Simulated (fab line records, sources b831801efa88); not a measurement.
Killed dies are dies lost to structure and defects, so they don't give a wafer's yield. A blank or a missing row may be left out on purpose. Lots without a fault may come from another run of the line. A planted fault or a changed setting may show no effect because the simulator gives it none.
A struck lot beside a sound one | flow sky130 | 15 steps out of a route of 708
Sound: wafers L665.1, L665.2, L665.3. Struck: wafers L682.1, L682.6. (L682.4 of the same lot was not struck and is left out.) The cause comes at the end.
At each step with rows: each side's tool, then ch and its chambers, then its first start. Under that, the readings that differ: sound wafers | struck wafers | difference of the means | sigmas: that difference in standard deviations of wafers without a fault.
alike: readings whose means differ by less than 2 such deviations, and words and numbers that are the same on both sides. not compared: withheld readings, readings that some wafer has no value for, bounds like >300 that may hide the same value, and numbers for which the record gives no deviation and whose values overlap.
The two part at a step that has a row with sigmas, a row that says differs or no value, or rows on one side only. Numbers that don't overlap but have no deviation are shown without sigmas and don't part them. A reading that every wafer of one side lacks parts them only if that side has two wafers or more.

first, 4 steps without rows for these wafers: SKY_LI_CONTACT_SOFTBAKE_08 (time 90 s); SKY_LI_CONTACT_EXPOSE_09 (exposes mask LICM1, target cd 170 nm); SKY_LI_CONTACT_PEB_10; SKY_LI_CONTACT_DEVELOP_11 (develop time 60 s).
SKY_LI_CONTACT_CD_MEAS_12: target cd 170 nm.
  sound on cd_sem-02, day 29 22:55; struck on cd_sem-02, day 35 09:40
  reading    | sound             | struck      | difference | sigmas
  cd_nm (nm) | 168.0 169.3 168.2 | 170.8 171.0 | +2.4       | +2
SKY_LI_CONTACT_OVL_MEAS_13:
  sound on overlay-02, day 29 23:02; struck on overlay-01, day 35 09:47
  alike: LI_CONTACT_OVL
SKY_LI_CONTACT_ETCH_14: etches BARC in N2/H2, stops on SiO2, time 45.9 s, target depth 60 nm.
  sound on rie_diel-01 ch 1,2,3, day 29 23:05; struck on rie_diel-03 ch 2,3, day 35 09:50
  alike: drypump_motor_current_A, oes_product_au, throttle_valve_pct
  not compared: rf_hours_counter_h
SKY_LI_CONTACT_ETCH_15: etches PSG in C4F8/O2/Ar, stops on Si, target depth 600 nm.
  sound on rie_diel-01 ch 1,2,3, day 29 23:07; struck on rie_diel-03 ch 2,3, day 35 09:52
  alike: oes_product_au
SKY_LI_CONTACT_STRIP_16: strips in O2/N2.
  sound on plasma_asher-03 ch 0,1, day 29 23:13; struck on plasma_asher-02 ch 0,1, day 35 09:58
  reading                     | sound       | struck  | difference | sigmas
  drypump_motor_current_A (A) | 6.7 6.5 6.7 | 4.8 5.1 | -1.7       | -2
  alike: o2_flow_sccm, oes_product_au, strip_time_to_endpoint_s
  not compared: rf_hours_counter_h
then, 2 steps without rows for these wafers: SKY_LI_CONTACT_CLEAN_17 (cleans in NMP, time 600 s); SKY_LI_CONTACT_PRE_CLEAN_18 (time 5.6 s).
SKY_LI_CONTACT_SPUTTER_19: material Ti, target thk 20 nm, time 106.37 s.
  sound on pvd_sputter-02, day 29 23:32; struck on pvd_sputter-04, day 35 10:15
  alike: substrate_temp_c, throttle_valve_pct
SKY_LI_CONTACT_SPUTTER_20: material TiN, target thk 20 nm, time 80 s.
  sound on pvd_sputter-02, day 29 23:37; struck on pvd_sputter-04, day 35 10:20
  reading                                        | sound             | struck      | difference | sigmas
  model.TiN_of_LI_CONTACT_SPUTTER_20.thk_nm (nm) | 19.87 19.96 20.08 | 34.86 34.77 | +14.84     |
  alike: throttle_valve_pct
SKY_LI_CONTACT_CVD_21: deposits W, target thk 400 nm, time 120.56 s.
  sound on cvd_w-02 ch 0,1, day 29 23:40; struck on cvd_w-02 ch 1, day 35 10:23
  alike: heater_power_w
-- the record jumps here: 15 days lie between the struck wafers' starts before and after (it left off in module LI_CONTACT and takes up again in module PAD_OPEN, whose first step shown is number 708 of the route) --
SKY_PAD_OPEN_PROBE_99:
  sound on prober-01, day 46 10:49; struck on prober-02, day 50 06:21
  alike: killed_at_M0_to_M3, killed_at_M4_up, killed_at_contacts, killed_at_front_end, killed_at_other, killed_dies, killed_open, killed_short
  not compared: model.etest.licon_ndiff.rc_ohm, model.etest.licon_poly.rc_ohm

WHERE THEY PART
First at SKY_LI_CONTACT_CD_MEAS_12; last, within this record, at SKY_LI_CONTACT_STRIP_16. Later steps at which nothing parts them and some readings are alike: SKY_LI_CONTACT_SPUTTER_19, SKY_LI_CONTACT_SPUTTER_20, SKY_LI_CONTACT_CVD_21, SKY_PAD_OPEN_PROBE_99.

WHY: what the simulator had put in
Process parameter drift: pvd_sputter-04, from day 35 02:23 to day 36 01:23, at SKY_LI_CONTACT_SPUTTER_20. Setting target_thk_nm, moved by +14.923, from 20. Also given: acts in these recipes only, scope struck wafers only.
